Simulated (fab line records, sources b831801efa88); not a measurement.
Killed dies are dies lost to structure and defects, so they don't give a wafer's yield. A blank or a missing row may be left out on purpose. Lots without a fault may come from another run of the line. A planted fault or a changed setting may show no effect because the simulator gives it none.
fab line records | flow gf180mcu
record lots=14 wafers=42 last_day=33
route steps=602 shown M4@457 V4@480
lots that met no fault: from a run of the same line without faults
start_h: hours from the record's first day to the start of the lot's first wafer shown | wait_h: hours since the lot's step before | " the same as in the row above | L1.1+2: a row that stands for several wafers | - no value, or no start given | * or withheld: withheld | < > ~ a bound
route shown NAME@n: a module of which the file shows steps, and the number in the route of the first | usual: mean/standard deviation of fault-free wafers | same: alike in all rows | chamber/n: place in a boat | sites: the reading at each site | _std_site: their standard deviation | _edge_site: outer sites' mean less inner sites' | radius_mm: how far each site lies from the wafer's centre | mask NAME#n: copy n | behind: the tool/chamber that last shaped the wafer | hold: why the lot was held/for how many hours/how that ended | device: the transistor (n, p or np) that didn't switch | end of line: the same wafers' tests at the end of the route | a step without rows: its recipe alone | killed: dies lost to structure and defects at the first sort, not the wafer's yield | map: a wafer's dies, x killed, . not, _ none there
set.NAME: the setting as run; set.NAME@STEP: as run at that earlier step | model.NAME: the simulator's own value behind a step, which no gauge read
steps of the route over a sample of lots; a table a step, a row a wafer
services: from which hour (start_h, from the record's first day; less than 0 if before it) a tool's chamber was out of use, for how many hours, and why
## steps
# step GF_M4_SPUTTER_01
# recipe material=TiN target_thk_nm=30 power_w=6500 time_s=25 chamber_pressure_pa=0.4
# usual throttle_valve_pct=30.2/1.1
# columns lot.wafer tool chamber start_h wait_h throttle_valve_pct
L922.4 pvd_sputter-02 - 517.95 0.1 28.4
L922.5 " - " " 28.6
L922.6 " - " " 31.5
L923.1 pvd_sputter-02 - 529.89 0.1 30.3
L923.4 " - " " 31.5
L923.5 " - " " 31.8
L924.3 pvd_sputter-04 - 540.34 0.1 29.7
L924.4 " - " " 29.0
L924.5 " - " " 29.8
L925.1 pvd_sputter-01 - 545.69 0.1 30.4
L925.4 " - " " 30.0
L925.5 " - " " 30.2
L926.2 pvd_sputter-04 - 547.58 0.1 29.2
L926.3 " - " " 29.8
L926.6 " - " " 29.1
L929.1 pvd_sputter-04 - 576.40 0.1 29.7
L929.5 " - " " 29.0
L929.6 " - " " 29.7
L930.2 pvd_sputter-02 - 583.61 0.1 31.6
L930.3 " - " " 31.5
L930.5 " - " " 31.8
L931.1 pvd_sputter-04 - 594.61 0.1 29.8
L931.3 " - " " 29.6
L931.4 " - " " 29.5
L932.2 pvd_sputter-01 - 604.80 0.1 29.9
L932.3 " - " " 30.2
L932.6 " - " " 32.1
L933.1 pvd_sputter-02 - 610.76 0.1 31.6
L933.3 " - " " 28.7
L933.6 " - " " 28.7
L934.2 pvd_sputter-01 - 620.40 0.1 30.4
L934.3 " - " " 30.3
L934.6 " - " " 32.1
L939.1 pvd_sputter-02 - 650.70 0.1 31.8
L939.2 " - " " 30.2
L939.6 " - " " 31.7
L940.2 pvd_sputter-04 - 654.78 0.1 29.2
L940.4 " - " " 29.8
L940.5 " - " " 29.4
L942.1 pvd_sputter-04 - 673.48 0.1 29.4
L942.2 " - " " 29.0
L942.6 " - " " 29.0
# step GF_M4_CD_MEAS_14
# recipe target_cd_nm=280
# usual cd_nm=280.1/1.3
# columns lot.wafer tool chamber start_h wait_h cd_nm
L922.4 cd_sem-01 - 539.93 0.1 280.5
L922.5 " - " " 279.6
L922.6 " - " " 280.5
L923.1 cd_sem-01 - 552.65 0.1 279.1
L923.4 " - " " 277.6
L923.5 " - " " 278.5
L924.3 cd_sem-01 - 563.16 0.1 281.5
L924.4 " - " " 281.1
L924.5 " - " " 282.9
L925.1 cd_sem-01 - 567.65 0.1 281.5
L925.4 " - " " 280.9
L925.5 " - " " 280.6
L926.2 cd_sem-02 - 569.87 0.1 283.0
L926.3 " - " " 282.2
L926.6 " - " " 282.6
L929.1 cd_sem-02 - 597.75 0.1 279.3
L929.5 " - " " 280.6
L929.6 " - " " 279.1
L930.2 cd_sem-02 - 604.17 0.1 281.7
L930.3 " - " " 281.9
L930.5 " - " " 281.9
L931.1 cd_sem-01 - 615.32 0.1 280.0
L931.3 " - " " 280.5
L931.4 " - " " 281.9
L932.2 cd_sem-01 - 625.42 0.1 278.5
L932.3 " - " " 277.3
L932.6 " - " " 279.4
L933.1 cd_sem-02 - 630.95 0.1 278.7
L933.3 " - " " 278.9
L933.6 " - " " 279.0
L934.2 cd_sem-02 - 640.32 0.1 278.9
L934.3 " - " " 279.7
L934.6 " - " " 279.7
L939.1 cd_sem-01 - 670.21 0.1 279.6
L939.2 " - " " 279.7
L939.6 " - " " 280.4
L940.2 cd_sem-02 - 674.47 0.1 282.6
L940.4 " - " " 282.4
L940.5 " - " " 281.2
L942.1 cd_sem-02 - 692.92 0.1 280.6
L942.2 " - " " 281.6
L942.6 " - " " 280.5
# step GF_M4_OVL_MEAS_15
# usual M4_OVL=3/4.8
# columns lot.wafer tool chamber start_h wait_h M4_OVL[nm]
L922.4 overlay-01 - 540.00 0.1 5
L922.5 " - " " 2
L922.6 " - " " 5
L923.1 overlay-01 - 552.77 0.1 5
L923.4 " - " " 2
L923.5 " - " " 2
L924.3 overlay-02 - 563.25 0.1 -2
L924.4 " - " " -6
L924.5 " - " " -1
L925.1 overlay-02 - 567.77 0.1 5
L925.4 " - " " 6
L925.5 " - " " 6
L926.2 overlay-01 - 569.98 0.1 -4
L926.3 " - " " -4
L926.6 " - " " -2
L929.1 overlay-01 - 597.87 0.1 10
L929.5 " - " " 7
L929.6 " - " " 8
L930.2 overlay-02 - 604.28 0.1 8
L930.3 " - " " 9
L930.5 " - " " 6
L931.1 overlay-01 - 615.44 0.1 -1
L931.3 " - " " 4
L931.4 " - " " 8
L932.2 overlay-01 - 625.53 0.1 -2
L932.3 " - " " -4
L932.6 " - " " -5
L933.1 overlay-01 - 631.07 0.1 3
L933.3 " - " " 2
L933.6 " - " " -2
L934.2 overlay-02 - 640.43 0.1 -1
L934.3 " - " " -5
L934.6 " - " " 10
L939.1 overlay-02 - 670.33 0.1 -2
L939.2 " - " " -1
L939.6 " - " " -4
L940.2 overlay-01 - 674.58 0.1 8
L940.4 " - " " 0
L940.5 " - " " 6
L942.1 overlay-02 - 693.04 0.1 1
L942.2 " - " " 10
L942.6 " - " " 7
# step GF_V4_CMP_04
# recipe material=SiO2 down_force_psi=4 platen_rpm=60 pad_velocity_m_s=0.94248
# usual edge_zone_pressure_frac=1.000/0.005 head_pressure_psi=4.001/0.0084 motor_current_A=11.9/0.58 time_to_endpoint_s=84/5.3
# columns lot.wafer tool chamber start_h wait_h edge_zone_pressure_frac head_pressure_psi motor_current_A time_to_endpoint_s
L922.4 cmp-02 3 541.07 0.0 0.999 3.996 12.3 85
L922.6 " 3 " " 1.001 4.012 12.5 89
L922.5 " 0 " " 0.999 3.994 12.9 83
L923.4 cmp-01 3 553.95 0.2 0.992 3.986 11.8 87
L923.1 " 0 " " 1.003 3.997 11.6 78
L923.5 " 1 " " 0.996 3.981 12.4 86
L924.3 cmp-01 2 564.24 0.1 1.001 3.991 11.5 84
L924.4 " 0 " " 0.995 3.998 11.6 92
L924.5 " 1 " " 1.005 4.002 12.2 85
L925.4 cmp-02 1 568.75 0.0 0.995 4.003 11.4 90
L925.1 " 2 " " 0.996 3.999 12.2 79
L925.5 " 1 " " 0.998 4.006 10.8 84
L926.3 cmp-02 3 570.92 0.0 0.997 3.983 12.0 78
L926.2 " 1 " " 1.008 3.987 11.8 80
L926.6 " 0 " " 1.003 4.004 12.1 85
L929.1 cmp-02 2 598.92 0.2 1.007 3.993 12.7 83
L929.5 " 1 " " 0.999 4.005 11.0 94
L929.6 " 2 " " 1.006 3.995 12.2 97
L930.2 cmp-01 2 605.27 0.1 1.001 3.996 11.4 86
L930.3 " 3 " " 1.013 4.020 11.2 76
L930.5 " 2 " " 0.997 4.002 11.3 87
L931.3 cmp-01 0 616.52 0.1 1.000 3.998 11.7 87
L931.4 " 1 " " 0.994 4.013 12.1 87
L931.1 " 2 " " 0.997 4.000 11.8 89
L932.2 cmp-01 0 626.65 0.0 0.995 4.000 12.1 80
L932.3 " 2 " " 0.999 4.001 12.3 85
L932.6 " 1 " " 0.992 4.002 12.4 84
L933.1 cmp-01 2 632.18 0.1 1.000 4.002 11.8 82
L933.3 " 0 " " 1.004 4.000 11.4 81
L933.6 " 3 " " 1.001 3.995 11.2 80
L934.2 cmp-01 1 641.47 0.1 0.993 4.010 12.0 77
L934.3 " 2 " " 0.997 4.003 11.4 83
L934.6 " 0 " " 0.990 3.983 12.1 89
L939.2 cmp-01 1 671.39 0.0 1.002 4.010 12.4 71
L939.1 " 0 " " 0.997 4.006 11.8 21
L939.6 " 2 " " 0.990 4.014 11.8 20
L940.4 cmp-01 1 675.68 0.1 0.992 4.008 12.1 84
L940.2 " 2 " " 0.999 4.013 11.9 81
L940.5 " 0 " " 1.002 3.978 11.5 31
L942.1 cmp-02 2 694.04 0.1 1.005 4.003 12.5 85
L942.2 " 0 " " 1.000 4.000 12.7 80
L942.6 " 2 " " 0.997 4.002 12.9 89
# step GF_V4_ETCH_17
# recipe chemistry=C4F8/O2/Ar mask_material=KrF target=SiO2 stop_on=TiN source_w=1500 bias_w=1200 pressure_mtorr=40 c4f8_flow_sccm=withheld O2_flow_sccm=6 Ar_flow_sccm=300 time_s=withheld target_depth_a=6300
# usual chamber_pressure_mTorr=40.00/0.036 oes_product_au=0.856/0.0042
# columns lot.wafer tool chamber start_h wait_h chamber_pressure_mTorr oes_product_au
L922.4 rie_diel-01 0 - - 39.95 0.855
L922.5 " 0 " " 40.05 0.853
L922.6 " 3 " " 40.03 0.851
L923.1 rie_diel-03 0 - - 40.02 0.861
L923.4 " 2 " " 39.94 0.859
L923.5 " 3 " " 39.97 0.860
L924.3 rie_diel-01 2 - - 39.99 0.853
L924.4 " 3 " " 40.03 0.857
L924.5 " 3 " " 40.03 0.855
L925.1 rie_diel-01 2 - - 39.97 0.862
L925.4 " 1 " " 40.04 0.856
L925.5 " 3 " " 40.01 0.861
L926.2 rie_diel-03 0 - - 40.05 0.865
L926.3 " 3 " " 40.09 0.853
L926.6 " 2 " " 40.02 0.847
L929.1 rie_diel-01 2 - - 40.03 0.858
L929.5 " 2 " " 40.03 0.857
L929.6 " 0 " " 39.92 0.864
L930.2 rie_diel-02 2 - - 39.98 0.851
L930.3 " 3 " " 40.04 0.862
L930.5 " 0 " " 40.02 0.853
L931.1 rie_diel-03 3 - - 39.97 0.854
L931.3 " 0 " " 39.97 0.858
L931.4 " 1 " " 40.03 0.854
L932.2 rie_diel-01 3 - - 39.99 0.857
L932.3 " 1 " " 40.05 0.857
L932.6 " 1 " " 39.98 0.856
L933.1 rie_diel-02 2 - - 39.98 0.855
L933.3 " 3 " " 40.06 0.852
L933.6 " 0 " " 40.00 0.851
L934.2 rie_diel-03 0 - - 40.00 0.854
L934.3 " 2 " " 39.99 0.856
L934.6 " 1 " " 40.01 0.853
L939.1 rie_diel-01 2 - - 39.95 0.982
L939.2 " 3 " " 40.01 0.852
L939.6 " 3 " " 39.97 0.970
L940.2 rie_diel-02 2 - - 39.99 0.858
L940.4 " 0 " " 39.98 0.851
L940.5 " 1 " " 40.05 0.972
L942.1 rie_diel-01 3 - - 39.95 0.853
L942.2 " 0 " " 39.98 0.857
L942.6 " 1 " " 39.96 0.857
## services
# columns tool chamber start_h hours kind
cmp-01 - 503.68 1.7 repair
rie_diel-01 3 510.42 13.3 repair
cmp-01 - 518.11 0.5 repair
pvd_sputter-02 - 518.31 2.4 repair
rie_diel-02 2 540.75 6.8 repair
cmp-01 - 541.71 2.8 repair
rie_diel-03 1 564.41 1.5 repair
cmp-01 - 572.00 4.0 pm
cmp-01 - 576.00 - consumable_replace:conditioner
cmp-01 - 576.00 - consumable_replace:pad
pvd_sputter-04 2 581.52 - consumable_replace:kit
cmp-01 - 588.35 0.2 repair
rie_diel-02 2 604.16 7.3 repair
cmp-02 - 617.91 6.9 pm
rie_diel-01 1 620.16 1.5 repair
cmp-02 - 624.81 6.2 pm
cmp-01 - 627.46 0.4 repair
pvd_sputter-02 - 643.24 2.2 repair
pvd_sputter-04 - 657.32 6.4 repair
rie_diel-02 0 667.46 5.2 repair
cmp-02 - 668.48 1.2 repair
rie_diel-01 0 688.49 7.9 repair
rie_diel-02 1 701.56 2.1 repair
cmp-02 - 706.17 1.6 repair
## key
first_sign step=GF_V4_CMP_04 reading=time_to_endpoint_s direction=down sigmas=11 usual=* struck=*
effect step=GF_V4_ETCH_17 reading=oes_product_au direction=up sigmas=28 usual=0.856 struck=0.975
met_at GF_V4_CMP_04
struck_lots L939,L940
struck_wafers L939.1,L939.6,L940.5
sort_left_out L939.1,L939.6,L940.5
not_acting_at GF_M4_SPUTTER_01,GF_M4_CD_MEAS_14,GF_M4_OVL_MEAS_15
onset_between 641.47 671.39
fault kind=process_parameter_drift tool=cmp-01 chamber=- onset_h=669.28 steps=GF_V4_CMP_04 channel=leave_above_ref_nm offset=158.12 shape=step end_h=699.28 scope=struck_wafers_only acts_in=these_recipes_only stated=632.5
# sort_left_out: the simulated sort isn't trusted on such a fault, so these wafers' sort isn't shown, and their yield isn't known
